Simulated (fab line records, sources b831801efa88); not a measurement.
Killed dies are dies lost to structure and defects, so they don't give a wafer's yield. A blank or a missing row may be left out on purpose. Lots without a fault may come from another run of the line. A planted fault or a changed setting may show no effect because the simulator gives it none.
Which tool did it? | flow sky130 | 12 lots, 35 wafers sampled, at 5 steps of a route of 708

WHAT THE GAUGES READ, wafer by wafer
SKY_SONOS_TUNNEL_TW_MEAS_12. Usual: SONOS_TUNNEL_TW 198.7, standard deviation 1.8.
lot  | measured     | on            | SONOS_TUNNEL_TW   | flag
L150 | day 12 00:07 | film_metro-02 | 197.1 197.0 196.7 |
L152 | day 12 17:08 | film_metro-03 | 198.0 199.0 198.0 |
L153 | day 12 23:00 | film_metro-02 | 197.3 195.7 197.6 |
L154 | day 13 10:47 | film_metro-03 | 198.8 198.8 199.7 |
L155 | day 13 15:52 | film_metro-03 | 199.2 199.4 199.3 |
L156 | day 13 21:39 | film_metro-01 | 197.8 199.0 199.3 |
L157 | day 14 08:11 | film_metro-02 | 196.0 196.8 196.4 |
L158 | day 14 18:11 | film_metro-03 | 199.9 199.7 201.6 |
L159 | day 15 00:02 | film_metro-02 | 194.7 195.6 194.7 |
L160 | day 15 08:00 | film_metro-01 | 200.7 200.4 201.5 |
L162 | day 16 02:10 | film_metro-03 | 199.5 199.8 198.8 |
L169 | day 18 04:59 | film_metro-03 | 200.7 200.4       |

SKY_SONOS_ONO_THK_MEAS_01. Usual: SONOS_ONO_OXIDATION_THK 2.61 nm, standard deviation 0.061.
lot  | measured     | on            | SONOS_ONO_OXIDATION_THK (nm) | flag
L150 | day 12 02:51 | film_metro-03 | 2.66 2.69 2.71               |
L152 | day 12 20:23 | film_metro-01 | 2.55 2.57 2.55               |
L153 | day 13 03:16 | film_metro-03 | 2.61 2.63 2.66               |
L154 | day 13 12:13 | film_metro-04 | 2.61 2.66 2.56               |
L155 | day 13 18:48 | film_metro-01 | 2.67 2.70 2.54               |
L156 | day 13 23:04 | film_metro-03 | 2.58 2.62 2.57               |
L157 | day 14 10:17 | film_metro-03 | 2.49 2.64 2.71               |
L158 | day 14 22:01 | film_metro-01 | 2.55 2.49 2.52               |
L159 | day 15 01:28 | film_metro-04 | 2.66 2.61 2.60               |
L160 | day 15 10:59 | film_metro-03 | 2.55 2.60 2.72               |
L162 | day 16 03:35 | film_metro-03 | 2.62 2.65 2.56               |
L169 | day 18 06:24 | film_metro-03 | 2.66 2.66                    |

SKY_SD_N_CD_MEAS_07: target cd 380 nm. Usual: cd_nm 379.8 nm, standard deviation 2.4.
lot  | measured     | on        | cd_nm (nm)              | flag
L150 | day 28 09:34 | cd_sem-01 | 380.0 379.5 380.1       |
L152 | day 29 06:41 | cd_sem-01 | 382.2 379.9 381.2       |
L153 | day 29 15:25 | cd_sem-01 | 375.6 378.0 376.0       |
L154 | day 30 02:53 | cd_sem-01 | 381.6 381.6 381.5       |
L155 | day 30 09:44 | cd_sem-01 | 380.3 381.5 379.7       |
L156 | day 30 13:32 | cd_sem-01 | 377.1 377.8 379.2       |
L157 | day 31 02:28 | cd_sem-02 | 381.2 380.8 381.8       |
L158 | day 31 11:47 | cd_sem-01 | 378.1 378.1 375.3       |
L159 | day 31 17:56 | cd_sem-02 | 377.4 377.5 378.9       |
L160 | day 32 00:14 | cd_sem-02 | 383.3 379.5 379.8       |
L162 | day 32 22:27 | cd_sem-02 | 378.6 381.1 378.7       |
L169 | day 34 12:54 | cd_sem-02 | 380.8 379.9 380.3 379.8 |

SKY_SD_N_OVL_MEAS_08. Usual: SD_N_OVL 0.0 nm, standard deviation 1.4.
lot  | measured     | on         | SD_N_OVL (nm)  | flag
L150 | day 28 09:41 | overlay-01 | 0.5 1.0 -0.4   |
L152 | day 29 06:47 | overlay-01 | 2.3 3.0 2.3    |
L153 | day 29 15:31 | overlay-02 | -0.3 0.4 0.0   |
L154 | day 30 03:00 | overlay-02 | -0.2 -1.0 -1.7 |
L155 | day 30 09:49 | overlay-01 | 1.4 0.4 -0.6   |
L156 | day 30 13:40 | overlay-01 | 0.1 0.8 1.9    |
L157 | day 31 02:34 | overlay-02 | 1.2 1.9 1.1    |
L158 | day 31 11:53 | overlay-01 | 1.7 1.3 1.4    |
L159 | day 31 18:02 | overlay-02 | 0.9 -0.4 1.5   |
L160 | day 32 00:20 | overlay-01 | -1.2 -0.4 -1.2 |
L162 | day 32 22:34 | overlay-02 | 1.0 1.4 1.1    |
L169 | day 34 15:39 | overlay-01 | 1.0 0.1        |

WHICH TOOL RAN EACH LOT (tool, then ch and the chambers of the sampled wafers, then the start)
lot  | SKY_LDD_LDN_IMPLANT_09
L150 | implanter-02 ch 0, day 23 11:20
L152 | implanter-02 ch 0, day 24 06:45
L153 | implanter-02 ch 0, day 24 18:49
L154 | implanter-01 ch 0, day 25 06:11
L155 | implanter-04 ch 0, day 25 13:38
L156 | implanter-04 ch 0, day 25 17:35
L157 | implanter-01 ch 0, day 26 07:13
L158 | implanter-01 ch 0, day 26 17:58
L159 | implanter-01 ch 0, day 27 00:10
L160 | implanter-04 ch 0, day 27 05:52
L162 | implanter-02 ch 0, day 28 04:38
L169 | implanter-02 ch 0, day 29 21:08
- SKY_LDD_LDN_IMPLANT_09

WHAT THE TOOLS THEMSELVES READ (means of the sampled wafers that have a number; where no wafer has one, the mark that the record gives instead)
SKY_LDD_LDN_IMPLANT_09. Usual: beam_energy_keV 15.001, standard deviation 0.0045.
lot  | tool         | beam_energy_keV | flag
L150 | implanter-02 | 14.996          |
L152 | implanter-02 | 14.999          |
L153 | implanter-02 | 15.005          |
L154 | implanter-01 | 15.000          |
L155 | implanter-04 | 14.995          |
L156 | implanter-04 | 15.003          |
L157 | implanter-01 | 15.002          |
L158 | implanter-01 | 14.999          |
L159 | implanter-01 | 15.006          |
L160 | implanter-04 | 15.004          |
L162 | implanter-02 | 14.995          |
L169 | implanter-02 | 14.999          |

THE ANSWER, worked out from the rows above alone
Rule: a lot is off if the mean of its wafers that have a number lies more than 3 standard deviations from the usual mean. A lot without any number at a reading at which 4 lots or more have one is off too. The other lots that the step has rows for count as sound. The gauges are gone through in route order, then the tools' own readings, and for those a lot's mean is taken as printed above. The first step at which some lot is off is used, and at that step the reading that is off furthest; a lot without a number counts as furthest.
No lot is off at any reading shown: from this, nothing can be told.

WHAT THE SIMULATOR HAD PUT IN
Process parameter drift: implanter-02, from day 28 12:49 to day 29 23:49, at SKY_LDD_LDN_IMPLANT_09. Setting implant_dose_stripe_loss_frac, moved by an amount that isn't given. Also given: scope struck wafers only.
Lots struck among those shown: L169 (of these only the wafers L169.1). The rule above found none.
